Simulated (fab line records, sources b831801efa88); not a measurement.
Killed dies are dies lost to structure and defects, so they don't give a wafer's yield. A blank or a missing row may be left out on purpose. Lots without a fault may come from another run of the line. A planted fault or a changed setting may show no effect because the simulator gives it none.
fab line records | flow sky130
record lots=24 wafers=72 last_day=50
route steps=708 shown SD_P@330 SD_N@353 LOCAL_INTERCONNECT@399 CONTACT@410 METAL1@438 VIA1@459
lots that met no fault: from a run of the same line without faults
start_h: hours from the record's first day to the start of the lot's first wafer shown | wait_h: hours since the lot's step before | " the same as in the row above | L1.1+2: a row that stands for several wafers | - no value, or no start given | * or withheld: withheld | < > ~ a bound
route shown NAME@n: a module of which the file shows steps, and the number in the route of the first | usual: mean/standard deviation of fault-free wafers | same: alike in all rows | chamber/n: place in a boat | sites: the reading at each site | _std_site: their standard deviation | _edge_site: outer sites' mean less inner sites' | radius_mm: how far each site lies from the wafer's centre | mask NAME#n: copy n | behind: the tool/chamber that last shaped the wafer | hold: why the lot was held/for how many hours/how that ended | device: the transistor (n, p or np) that didn't switch | end of line: the same wafers' tests at the end of the route | a step without rows: its recipe alone | killed: dies lost to structure and defects at the first sort, not the wafer's yield | map: a wafer's dies, x killed, . not, _ none there
set.NAME: the setting as run; set.NAME@STEP: as run at that earlier step | model.NAME: the simulator's own value behind a step, which no gauge read
steps of the route over a sample of lots; a table a step, a row a wafer
services: from which hour (start_h, from the record's first day; less than 0 if before it) a tool's chamber was out of use, for how many hours, and why
## steps
# step SKY_SD_P_STRIP_10
# recipe chemistry=O2/N2 power_w=1400 pressure_mtorr=1500 platen_temp_c=withheld o2_flow_sccm=3000 n2_flow_sccm=300 overash_fraction=0.5
# usual drypump_motor_current_A=5.7/0.53 oes_product_au=0.617/0.0053 strip_time_to_endpoint_s=17.51/0.036
# columns lot.wafer tool chamber start_h wait_h drypump_motor_current_A oes_product_au rf_hours_counter_h strip_time_to_endpoint_s
L074.2 plasma_asher-01 0 571.66 0.1 5.8 0.620 49 17.48
L074.3 " 0 " " 5.8 0.621 - 17.49
L074.4 " 1 " " 4.9 0.620 - 17.53
L075.2 plasma_asher-04 0 588.33 0.1 5.7 0.606 73 17.53
L075.3 " 1 " " 6.4 0.617 - 17.53
L075.6 " 0 " " 5.8 0.621 - 17.53
L076.3 plasma_asher-01 1 597.45 0.1 4.9 0.616 - 17.50
L076.5 " 0 " " 5.8 0.616 - 17.45
L076.6 " 1 " " 4.9 0.617 - 17.48
L077.1 plasma_asher-04 0 612.03 0.1 5.7 0.619 75 17.50
L077.2 " 1 " " 6.4 0.618 75 17.46
L077.4 " 1 " " 6.4 0.617 - 17.50
L078.2 plasma_asher-01 0 619.67 0.1 5.8 0.615 54 17.55
L078.3 " 0 " " 5.8 0.617 - 17.53
L078.5 " 1 " " 4.9 0.617 - 17.54
L079.1 plasma_asher-01 1 623.08 0.1 4.9 0.614 54 17.43
L079.5 " 0 " " 5.8 0.613 - 17.49
L079.6 " 1 " " 4.9 0.622 - 17.50
L080.1 plasma_asher-01 0 631.98 0.1 5.8 0.614 55 17.51
L080.3 " 0 " " 5.8 0.622 - 17.54
L080.5 " 1 " " 4.9 0.619 - 17.54
L081.1 plasma_asher-01 0 641.47 0.1 5.8 0.619 55 17.57
L081.2 " 1 " " 4.9 0.620 55 17.60
L081.3 " 1 " " 4.9 0.614 - 17.55
L082.1 plasma_asher-04 0 650.93 0.1 5.7 0.613 79 17.50
L082.4 " 1 " " 6.4 0.611 - 17.48
L082.6 " 1 " " 6.4 0.619 - 17.50
L083.1 plasma_asher-04 0 661.83 0.1 5.7 0.619 80 17.47
L083.5 " 0 " " 5.8 0.612 - 17.48
L083.6 " 1 " " 6.4 0.615 - 17.51
L084.2 plasma_asher-03 1 668.37 0.1 6.2 0.615 102 17.54
L084.3 " 0 " " 6.2 0.625 - 17.50
L084.6 " 1 " " 6.2 0.617 - 17.53
L085.1 plasma_asher-04 1 678.38 0.1 6.4 0.619 82 17.54
L085.3 " 1 " " 6.4 0.612 - 17.52
L085.4 " 0 " " 5.8 0.625 - 17.50
L086.2 plasma_asher-04 0 688.08 0.1 5.7 0.613 83 17.50
L086.3 " 0 " " 5.7 0.613 - 17.50
L086.5 " 1 " " 6.4 0.615 - 17.45
L087.3 plasma_asher-01 1 693.20 0.1 4.9 0.615 - 17.48
L087.4 " 0 " " 5.8 0.619 - 17.49
L087.6 " 0 " " 5.8 0.618 - 17.52
L088.1 plasma_asher-01 1 707.01 0.1 4.9 0.612 62 17.48
L088.4 " 1 " " 4.9 0.622 - 17.46
L088.6 " 1 " " 4.9 0.627 - 17.44
L089.2 plasma_asher-01 1 715.26 0.1 4.9 0.628 63 17.48
L089.5 " 0 " " 5.8 0.620 - 17.58
L089.6 " 1 " " 4.9 0.614 - 17.55
L090.1 plasma_asher-04 0 718.91 0.1 5.8 0.615 86 17.55
L090.2 " 1 " " 6.4 0.617 86 17.53
L090.6 " 1 " " 6.4 0.621 - 17.57
L091.1 plasma_asher-01 0 724.42 0.1 5.8 0.611 64 17.46
L091.2 " 1 " " 4.9 0.627 64 17.50
L091.5 " 1 " " 4.9 0.617 - 17.46
L092.1 plasma_asher-04 0 727.83 0.1 5.8 0.615 86 17.53
L092.2 " 1 " " 6.3 0.612 86 17.59
L092.6 " 1 " " 6.4 0.611 - 17.54
L093.2 plasma_asher-01 1 741.17 0.1 4.9 0.613 66 17.44
L093.5 " 1 " " 4.9 0.616 - 17.46
L093.6 " 0 " " 5.8 0.614 - 17.50
L094.1 plasma_asher-01 1 751.31 0.1 4.9 0.621 67 17.51
L094.2 " 0 " " 5.8 0.619 67 17.48
L094.4 " 0 " " 5.8 0.629 - 17.49
L095.3 plasma_asher-01 1 758.00 0.1 4.9 0.618 - 17.46
L095.5 " 0 " " 5.8 0.613 - 17.49
L095.6 " 1 " " 4.9 0.607 - 17.50
L096.3 plasma_asher-04 1 768.75 0.1 6.4 0.610 - 17.54
L096.4 " 0 " " 5.7 0.634 - 17.52
L096.5 " 0 " " 5.8 0.617 - 17.58
L097.2 plasma_asher-03 1 771.53 0.2 6.2 0.622 3 17.56
L097.3 " 0 " " 6.2 0.621 - 17.55
L097.4 " 1 " " 6.2 0.623 - 17.53
# step SKY_SD_N_STRIP_11
# recipe chemistry=O2/N2 power_w=1400 pressure_mtorr=1500 platen_temp_c=withheld o2_flow_sccm=3000 n2_flow_sccm=300 overash_fraction=0.5
# usual drypump_motor_current_A=5.5/0.48 oes_product_au=0.527/0.005 strip_time_to_endpoint_s=22.56/0.036
# columns lot.wafer tool chamber start_h wait_h drypump_motor_current_A oes_product_au rf_hours_counter_h strip_time_to_endpoint_s
L074.2 plasma_asher-02 1 629.67 0.1 5.1 0.528 18 22.56
L074.3 " 1 " " 5.1 0.529 - 22.51
L074.4 " 0 " " 5.9 0.523 - 22.55
L075.2 plasma_asher-02 1 645.62 0.1 5.1 0.531 19 22.57
L075.3 " 1 " " 5.1 0.525 - 22.54
L075.6 " 1 " " 5.1 0.517 - 22.54
L076.3 plasma_asher-01 1 655.50 0.1 4.9 0.521 - 22.60
L076.5 " 0 " " 5.8 0.529 - 22.63
L076.6 " 1 " " 4.9 0.532 - 22.60
L077.1 plasma_asher-03 1 669.56 0.1 6.2 0.521 102 22.54
L077.2 " 0 " " 6.2 0.531 102 22.60
L077.4 " 1 " " 6.2 0.530 - 22.56
L078.2 plasma_asher-01 1 677.67 0.1 4.9 0.520 59 22.59
L078.3 " 0 " " 5.8 0.534 - 22.56
L078.5 " 1 " " 4.9 0.520 - 22.56
L079.1 plasma_asher-02 1 681.16 0.1 5.1 0.535 23 22.52
L079.5 " 0 " " 5.8 0.524 - 22.54
L079.6 " 1 " " 5.1 0.521 - 22.50
L080.1 plasma_asher-01 0 688.35 0.1 5.8 0.522 60 22.53
L080.3 " 1 " " 4.9 0.537 - 22.58
L080.5 " 1 " " 4.9 0.537 - 22.56
L081.1 plasma_asher-03 0 698.67 0.1 6.2 0.530 104 22.60
L081.2 " 1 " " 6.2 0.525 104 22.59
L081.3 " 1 " " 6.2 0.526 - 22.60
L082.1 plasma_asher-03 0 707.81 0.1 6.2 0.527 105 22.54
L082.4 " 1 " " 6.2 0.524 - 22.54
L082.6 " 1 " " 6.2 0.529 - 22.56
L083.1 plasma_asher-01 0 719.36 0.1 5.8 0.535 64 22.50
L083.5 " 1 " " 4.9 0.528 - 22.50
L083.6 " 0 " " 5.8 0.516 - 22.56
L084.2 plasma_asher-02 1 724.67 0.1 5.1 0.521 27 22.59
L084.3 " 1 " " 5.1 0.527 - 22.59
L084.6 " 0 " " 5.8 0.530 - 22.57
L085.1 plasma_asher-01 1 735.02 0.1 4.9 0.527 65 22.56
L085.3 " 0 " " 5.8 0.525 - 22.58
L085.4 " 1 " " 4.9 0.523 - 22.53
L086.2 plasma_asher-01 1 744.41 0.1 4.9 0.529 67 22.61
L086.3 " 0 " " 5.8 0.530 - 22.62
L086.5 " 1 " " 4.9 0.517 - 22.65
L087.3 plasma_asher-02 1 750.35 0.1 5.1 0.528 - 22.54
L087.4 " 0 " " 5.8 0.540 - 22.53
L087.6 " 0 " " 5.9 0.523 - 22.57
L088.1 plasma_asher-01 0 763.42 0.1 5.8 0.526 69 22.59
L088.4 " 1 " " 4.9 0.528 - 22.57
L088.6 " 0 " " 5.8 0.525 - 22.53
L089.2 plasma_asher-01 1 771.31 0.1 4.9 0.526 69 22.49
L089.5 " 0 " " 5.8 0.525 - 22.48
L089.6 " 1 " " 4.9 0.524 - 22.50
L090.1 plasma_asher-02 1 775.32 0.1 5.1 0.524 32 22.56
L090.2 " 0 " " 5.9 0.529 32 22.58
L090.6 " 0 " " 5.8 0.534 - 22.57
L091.1 plasma_asher-02 1 780.66 0.1 5.1 0.535 33 22.60
L091.2 " 0 " " 5.9 0.534 33 22.59
L091.5 " 0 " " 5.8 0.533 - 22.56
L092.1 plasma_asher-02 1 784.21 0.1 5.1 0.525 33 22.55
L092.2 " 0 " " 5.8 0.528 33 22.52
L092.6 " 0 " " 5.8 0.522 - 22.51
L093.2 plasma_asher-01 1 796.37 0.1 4.9 0.524 72 22.49
L093.5 " 1 " " 4.9 0.526 - 22.47
L093.6 " 0 " " 5.8 0.532 - 22.52
L094.1 plasma_asher-01 1 806.71 0.1 4.9 0.523 73 22.56
L094.2 " 0 " " 5.8 0.528 73 22.56
L094.4 " 0 " " 5.8 0.519 - 22.54
L095.3 plasma_asher-01 0 812.70 0.1 5.8 0.532 - 22.60
L095.5 " 1 " " 4.9 0.525 - 22.62
L095.6 " 0 " " 5.8 0.530 - 22.58
L096.3 plasma_asher-03 1 823.30 0.1 6.2 0.529 - 22.57
L096.4 " 0 " " 6.2 0.527 - 22.56
L096.5 " 0 " " 6.2 0.523 - 22.61
L097.2 plasma_asher-02 0 826.82 0.1 5.9 0.528 39 22.58
L097.3 " 0 " " 5.8 0.531 - 22.58
L097.4 " 1 " " 5.2 0.527 - 22.60
# step SKY_LOCAL_INTERCONNECT_OVL_MEAS_12
# usual LOCAL_INTERCONNECT_OVL=-4/5.4
# columns lot.wafer tool chamber start_h wait_h LOCAL_INTERCONNECT_OVL[nm]
L074.2 overlay-01 - 689.04 0.1 -9
L074.3 " - " " -6
L074.4 " - " " -18
L075.2 overlay-01 - 705.09 0.1 -3
L075.3 " - " " -11
L075.6 " - " " 1
L076.3 overlay-01 - 715.25 0.1 -6
L076.5 " - " " -9
L076.6 " - " " -10
L077.1 overlay-01 - 728.89 0.1 0
L077.2 " - " " -6
L077.4 " - " " -2
L078.2 overlay-02 - 736.53 0.1 -10
L078.3 " - " " -4
L078.5 " - " " -5
L079.1 overlay-01 - 740.83 0.1 -8
L079.5 " - " " -8
L079.6 " - " " -4
L080.1 overlay-02 - 747.54 0.1 -6
L080.3 " - " " -9
L080.5 " - " " -5
L081.1 overlay-01 - 757.84 0.1 3
L081.2 " - " " -5
L081.3 " - " " 3
L082.1 overlay-02 - 766.49 0.1 -8
L082.4 " - " " 2
L082.6 " - " " -5
L083.1 overlay-01 - 778.13 0.1 2
L083.5 " - " " -3
L083.6 " - " " -6
L084.2 overlay-02 - 783.05 0.1 3
L084.3 " - " " -1
L084.6 " - " " -3
L085.1 overlay-02 - 793.48 0.1 -6
L085.3 " - " " -6
L085.4 " - " " -6
L086.2 overlay-01 - 802.68 0.1 -10
L086.3 " - " " -4
L086.5 " - " " 4
L087.3 overlay-01 - 807.74 0.1 -1
L087.4 " - " " 1
L087.6 " - " " 0
L088.1 overlay-02 - 821.23 0.1 -2
L088.4 " - " " 5
L088.6 " - " " 7
L089.2 overlay-01 - 828.84 0.1 -5
L089.5 " - " " -5
L089.6 " - " " 1
L090.1 overlay-02 - 833.63 0.1 -9
L090.2 " - " " -10
L090.6 " - " " -11
L091.1 overlay-02 - 836.88 0.1 -2
L091.2 " - " " -6
L091.5 " - " " -3
L092.1 overlay-01 - 841.18 0.1 -10
L092.2 " - " " -5
L092.6 " - " " -9
L093.2 overlay-01 - 853.04 0.1 1
L093.5 " - " " -4
L093.6 " - " " 5
L094.1 overlay-01 - 861.83 0.1 1
L094.2 " - " " 8
L094.4 " - " " 1
L095.3 overlay-01 - 866.89 0.1 -7
L095.5 " - " " -10
L095.6 " - " " -4
L096.3 overlay-02 - 878.00 0.1 5
L096.4 " - " " -11
L096.5 " - " " 2
L097.2 overlay-01 - 881.84 0.1 -6
L097.3 " - " " -8
L097.4 " - " " -6
# step SKY_CONTACT_CMP_04
# recipe material=SiO2 down_force_psi=4 platen_rpm=60 pad_velocity_m_s=0.94248
# usual motor_current_A=12.5/1.1 slurry_flow_ml_min=150.0/0.49 time_to_endpoint_s=82/5.1
# columns lot.wafer tool chamber start_h wait_h motor_current_A slurry_flow_ml_min time_to_endpoint_s
L074.3 cmp-02 1 690.05 0.0 12.0 149.8 79
L074.2 " 2 " " 12.9 150.2 84
L074.4 " 0 " " 13.0 149.9 89
L075.2 cmp-02 1 706.10 0.1 12.0 150.2 85
L075.3 " 2 " " 13.2 150.7 91
L075.6 " 0 " " 12.5 150.7 93
L076.3 cmp-01 1 716.26 0.1 11.6 150.0 80
L076.5 " 0 " " 11.6 149.1 75
L076.6 " 1 " " 11.8 150.2 80
L077.2 cmp-02 3 729.86 0.0 12.3 149.0 78
L077.1 " 0 " " 12.4 149.5 95
L077.4 " 1 " " 12.0 150.0 86
L078.2 cmp-02 0 737.53 0.0 11.6 150.0 87
L078.3 " 1 " " 12.0 149.0 87
L078.5 " 1 " " 11.7 149.5 84
L079.1 cmp-02 3 741.97 0.2 12.5 150.2 82
L079.6 " 0 " " 12.2 149.1 91
L079.5 " 1 " " 11.5 151.0 83
L080.3 cmp-02 3 748.54 0.0 13.2 150.7 77
L080.1 " 2 " " 13.7 149.6 84
L080.5 " 3 " " 12.8 150.2 78
L081.1 cmp-02 1 758.86 0.1 11.6 150.3 83
L081.3 " 2 " " 13.3 150.4 86
L081.2 " 3 " " 13.0 150.9 78
L082.4 cmp-02 1 767.52 0.0 12.0 149.9 76
L082.1 " 3 " " 13.0 150.0 74
L082.6 " 2 " " 13.2 150.5 78
L083.1 cmp-01 0 779.39 0.1 12.7 150.2 79
L083.5 " 2 " " 12.1 150.8 85
L083.6 " 3 " " 17.3 150.1 81
L084.2 cmp-02 2 784.06 0.1 12.5 149.2 79
L084.3 " 0 " " 11.6 151.2 84
L084.6 " 2 " " 13.5 149.8 81
L085.1 cmp-02 3 794.45 0.1 13.0 150.0 77
L085.4 " 0 " " 11.6 151.0 80
L085.3 " 2 " " 12.6 149.7 80
L086.3 cmp-02 2 803.65 0.0 13.3 150.2 82
L086.2 " 0 " " 12.2 149.8 86
L086.5 " 3 " " 12.6 149.6 75
L087.4 cmp-02 2 808.85 0.2 13.2 149.8 80
L087.3 " 0 " " 11.8 149.6 81
L087.6 " 3 " " 11.9 150.6 75
L088.4 cmp-02 2 822.24 0.1 12.8 148.5 79
L088.1 " 0 " " 12.1 150.1 85
L088.6 " 1 " " 12.1 149.4 79
L089.2 cmp-02 0 829.90 0.1 12.3 150.3 85
L089.5 " 2 " " 13.5 150.1 86
L089.6 " 3 " " 12.5 150.2 82
L090.2 cmp-02 3 834.60 0.0 12.5 150.3 74
L090.1 " 2 " " 13.5 149.6 81
L090.6 " 0 " " 12.4 150.1 88
L091.2 cmp-01 1 837.85 0.0 11.8 150.2 83
L091.1 " 0 " " 11.7 149.6 77
L091.5 " 1 " " 12.1 150.1 82
L092.2 cmp-01 0 842.17 0.0 12.0 150.6 83
L092.1 " 2 " " 12.3 149.6 83
L092.6 " 0 " " 12.1 149.4 80
L093.2 cmp-02 0 854.31 0.2 12.2 150.2 82
L093.6 " 1 " " 11.5 150.0 72
L093.5 " 2 " " 14.3 150.2 88
L094.4 cmp-02 3 862.84 0.1 12.6 149.9 76
L094.2 " 0 " " 12.3 150.0 81
L094.1 " 1 " " 12.1 149.5 84
L095.3 cmp-02 0 867.96 0.1 12.1 150.1 85
L095.6 " 2 " " 13.5 149.8 86
L095.5 " 3 " " 12.9 149.6 75
L096.3 cmp-01 3 878.96 0.0 16.6 149.8 85
L096.4 " 2 " " 11.9 149.6 91
L096.5 " 0 " " 11.7 149.0 82
L097.3 cmp-02 1 882.88 0.1 11.7 149.9 84
L097.4 " 2 " " 14.0 150.2 86
L097.2 " 3 " " 11.6 150.4 78
# step SKY_METAL1_SPUTTER_04
# recipe material=TiN target_thk_nm=70 power_w=6500 time_s=58.3 chamber_pressure_pa=0.4
# usual throttle_valve_pct=30.1/1.1
# columns lot.wafer tool chamber start_h wait_h throttle_valve_pct
L074.2 pvd_sputter-04 - 720.14 0.0 29.6
L074.3 " - " " 32.1
L074.4 " - " " 28.1
L075.2 pvd_sputter-02 - 735.98 0.0 29.8
L075.3 " - " " 30.8
L075.6 " - " " 29.0
L076.3 pvd_sputter-03 - 746.42 0.0 31.1
L076.5 " - " " 28.7
L076.6 " - " " 30.9
L077.1 pvd_sputter-02 - 760.14 0.0 31.0
L077.2 " - " " 29.2
L077.4 " - " " 30.5
L078.2 pvd_sputter-02 - 767.43 0.0 30.7
L078.3 " - " " 29.2
L078.5 " - " " 30.7
L079.1 pvd_sputter-04 - 772.44 0.0 29.4
L079.5 " - " " 32.2
L079.6 " - " " 29.2
L080.1 pvd_sputter-03 - 777.79 0.0 30.9
L080.3 " - " " 30.8
L080.5 " - " " 30.9
L081.1 pvd_sputter-04 - 788.45 0.0 29.6
L081.2 " - " " 28.4
L081.3 " - " " 29.2
L082.1 pvd_sputter-03 - 796.88 0.0 30.8
L082.4 " - " " 30.7
L082.6 " - " " 28.9
L083.1 pvd_sputter-03 - 808.64 0.0 30.8
L083.5 " - " " 28.8
L083.6 " - " " 30.7
L084.2 pvd_sputter-03 - 813.88 0.0 30.7
L084.3 " - " " 29.0
L084.6 " - " " 29.2
L085.1 pvd_sputter-02 - 823.66 0.0 30.8
L085.3 " - " " 30.8
L085.4 " - " " 29.5
L086.2 pvd_sputter-03 - 833.07 0.0 28.7
L086.3 " - " " 30.5
L086.5 " - " " 31.1
L087.3 pvd_sputter-02 - 837.29 0.0 30.8
L087.4 " - " " 28.9
L087.6 " - " " 29.8
L088.1 pvd_sputter-04 - 848.91 0.0 29.4
L088.4 " - " " 32.4
L088.6 " - " " 28.1
L089.2 pvd_sputter-02 - 858.08 0.0 29.6
L089.5 " - " " 30.9
L089.6 " - " " 30.7
L090.1 pvd_sputter-02 - 862.18 0.0 29.4
L090.2 " - " " 28.9
L090.6 " - " " 31.1
L091.1 pvd_sputter-04 - 866.25 0.0 28.1
L091.2 " - " " 29.3
L091.5 " - " " 29.3
L092.1 pvd_sputter-03 - 870.15 0.0 31.0
L092.2 " - " " 28.9
L092.6 " - " " 30.8
L093.2 pvd_sputter-03 - 882.00 0.0 30.9
L093.5 " - " " 31.1
L093.6 " - " " 30.9
L094.1 pvd_sputter-03 - 891.08 0.0 30.8
L094.2 " - " " 28.7
L094.4 " - " " 30.7
L095.3 pvd_sputter-04 - 895.15 0.0 29.7
L095.5 " - " " 32.2
L095.6 " - " " 28.3
L096.3 pvd_sputter-02 - 906.39 0.0 29.1
L096.4 " - " " 30.3
L096.5 " - " " 29.1
L097.2 pvd_sputter-04 - 910.54 0.0 32.2
L097.3 " - " " 29.3
L097.4 " - " " 28.4
# step SKY_VIA1_THK_MEAS_01
# recipe reads=SiO2_of_VIA1_HDPCVD_00
# usual VIA1_HDPCVD_THK=1040/12
# columns lot.wafer tool chamber start_h wait_h VIA1_HDPCVD_THK[nm]
L074.2 film_metro-03 - 749.42 0.1 1058
L074.3 " - " " 1034
L074.4 " - " " 1055
L075.2 film_metro-02 - 765.63 0.1 1059
L075.3 " - " " 1043
L075.6 " - " " 1042
L076.3 film_metro-02 - 775.38 0.1 1046
L076.5 " - " " 1049
L076.6 " - " " 1052
L077.1 film_metro-03 - 789.25 0.1 1027
L077.2 " - " " 1047
L077.4 " - " " 1027
L078.2 film_metro-03 - 796.20 0.1 1020
L078.3 " - " " 1036
L078.5 " - " " 1036
L079.1 film_metro-04 - 801.05 0.1 1037
L079.5 " - " " 1047
L079.6 " - " " 1040
L080.1 film_metro-03 - 806.31 0.1 1028
L080.3 " - " " 1049
L080.5 " - " " 1031
L081.1 film_metro-04 - 816.89 0.1 1043
L081.2 " - " " 1030
L081.3 " - " " 1031
L082.1 film_metro-04 - 824.66 0.1 1055
L082.4 " - " " 1061
L082.6 " - " " 1056
L083.1 film_metro-03 - 836.31 0.1 1031
L083.5 " - " " 1055
L083.6 " - " " 1040
L084.2 film_metro-03 - 841.17 0.1 1050
L084.3 " - " " 1018
L084.6 " - " " 1060
L085.1 film_metro-03 - 850.34 0.1 1020
L085.3 " - " " 1043
L085.4 " - " " 1037
L086.2 film_metro-03 - 859.66 0.1 1059
L086.3 " - " " 1028
L086.5 " - " " 1049
L087.3 film_metro-03 - 864.43 0.1 1043
L087.4 " - " " 1025
L087.6 " - " " 1040
L088.1 film_metro-02 - 876.06 0.1 1052
L088.4 " - " " 1033
L088.6 " - " " 1032
L089.2 film_metro-04 - 885.02 0.1 1053
L089.5 " - " " 1059
L089.6 " - " " 1031
L090.1 film_metro-02 - 889.16 0.1 1041
L090.2 " - " " 1039
L090.6 " - " " 1040
L091.1 film_metro-04 - 893.25 0.1 1055
L091.2 " - " " 1049
L091.5 " - " " 1052
L092.1 film_metro-04 - 896.94 0.1 1042
L092.2 " - " " 1019
L092.6 " - " " 1031
L093.2 film_metro-04 - 908.53 0.1 1034
L093.5 " - " " 1029
L093.6 " - " " 1024
L094.1 film_metro-02 - 917.17 0.1 1029
L094.2 " - " " 1019
L094.4 " - " " 1027
L095.3 film_metro-03 - 921.33 0.1 1053
L095.5 " - " " 1040
L095.6 " - " " 1038
L096.3 film_metro-02 - 931.74 0.1 1048
L096.4 " - " " 1043
L096.5 " - " " 1049
L097.2 film_metro-04 - 936.58 0.1 1014
L097.3 " - " " 1032
L097.4 " - " " 1032
## services
# columns tool chamber start_h hours kind
cmp-02 - 572.52 0.8 repair
plasma_asher-01 - 611.56 2.2 repair
cmp-02 - 655.40 7.3 pm
pvd_sputter-03 - 672.58 5.1 repair
cmp-02 - 678.34 2.1 repair
cmp-02 - 680.43 5.7 pm
plasma_asher-03 - 683.83 8.2 pm
plasma_asher-04 - 694.82 4.3 repair
pvd_sputter-02 - 707.91 2.9 repair
plasma_asher-03 - 733.75 9.0 pm
plasma_asher-04 - 740.58 4.5 repair
plasma_asher-03 - 742.75 2.8 pm
cmp-02 - 744.19 4.0 pm
plasma_asher-02 - 760.17 2.8 pm
pvd_sputter-03 - 782.97 2.6 repair
plasma_asher-04 - 787.72 27.8 repair
plasma_asher-04 - 788.00 0.8 repair
plasma_asher-01 - 791.84 4.5 repair
pvd_sputter-04 - 803.60 1.3 repair
plasma_asher-04 - 815.53 14.6 pm
pvd_sputter-04 - 822.14 5.7 repair
plasma_asher-04 - 823.40 9.9 repair
plasma_asher-01 - 891.64 10.5 repair
cmp-02 - 894.87 0.9 repair
## key
fault none
